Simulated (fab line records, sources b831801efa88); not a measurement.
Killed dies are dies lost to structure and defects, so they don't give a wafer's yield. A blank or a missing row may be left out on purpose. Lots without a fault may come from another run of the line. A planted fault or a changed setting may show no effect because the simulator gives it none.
A struck lot beside a sound one | flow gf180mcu | 15 steps out of a route of 602
Sound: wafers L855.3, L855.5, L855.6. Struck: wafers L869.1, L869.3, L869.6. The cause comes at the end.
At each step with rows: each side's tool, then ch and its chambers, then its first start. Under that, the readings that differ: sound wafers | struck wafers | difference of the means | sigmas: that difference in standard deviations of wafers without a fault.
alike: readings whose means differ by less than 2 such deviations, and words and numbers that are the same on both sides. not compared: withheld readings, readings that some wafer has no value for, bounds like >300 that may hide the same value, and numbers for which the record gives no deviation and whose values overlap.
The two part at a step that has a row with sigmas, a row that says differs or no value, or rows on one side only. Numbers that don't overlap but have no deviation are shown without sigmas and don't part them. A reading that every wafer of one side lacks parts them only if that side has two wafers or more.

first, 2 steps without rows for these wafers: GF_DNWELL_DEVELOP_06 (develop time 60 s); GF_DNWELL_IMPLANT_07.
GF_DNWELL_STRIP_08: strips in O2/N2.
  sound on plasma_asher-03 ch 0,1, day 3 01:26; struck on plasma_asher-03 ch 1, day 6 01:42
  alike: drypump_motor_current_A, heater_power_w, oes_product_au, platen_temp_c, strip_time_to_endpoint_s
  not compared: rf_hours_counter_h
GF_DNWELL_TW_MEAS_09:
  sound on film_metro-01, day 3 01:31; struck on film_metro-03, day 6 01:48
  alike: DNWELL_TW
then, 7 steps without rows for these wafers: GF_NWELL_DEHYDRATE_00 (time 60 s); GF_NWELL_HMDS_01 (prime time 60 s); GF_NWELL_COAT_02 (resist thk 3000 nm); GF_NWELL_SOFTBAKE_03; GF_NWELL_EXPOSE_04 (exposes mask Nwell, target cd 860 nm); GF_NWELL_PEB_05; GF_NWELL_DEVELOP_06 (develop time 60 s).
GF_NWELL_OVL_MEAS_07:
  sound on overlay-01, day 3 14:46; struck on overlay-02, day 6 15:18
  alike: NWELL_OVL
GF_NWELL_IMPLANT_08:
  sound on implanter-04 ch 0, day 3 14:50; struck on implanter-04 ch 0, day 6 15:20
  reading                   | sound                | struck               | difference | sigmas
  beam_energy_keV           | 449.82 449.75 449.82 | 469.15 469.08 469.27 | +19.37     | +99 or more
  model.implant.rp_nm (nm)  | 539.3 539.3 539.3    | 590.1 590.1 590.1    | +50.8      |
  model.implant.drp_nm (nm) | 123.9 123.9 123.9    | 126.4 126.4 126.4    | +2.5       |
then, 2 steps without rows for these wafers: GF_NWELL_IMPLANT_09; GF_PASSIVATION_PROBE_99.

WHERE THEY PART
Only at GF_NWELL_IMPLANT_08, within this record.

WHY: what the simulator had put in
Process parameter drift: implanter-04, from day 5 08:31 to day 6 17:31, at GF_NWELL_IMPLANT_08. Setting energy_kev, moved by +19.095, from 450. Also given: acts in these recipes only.
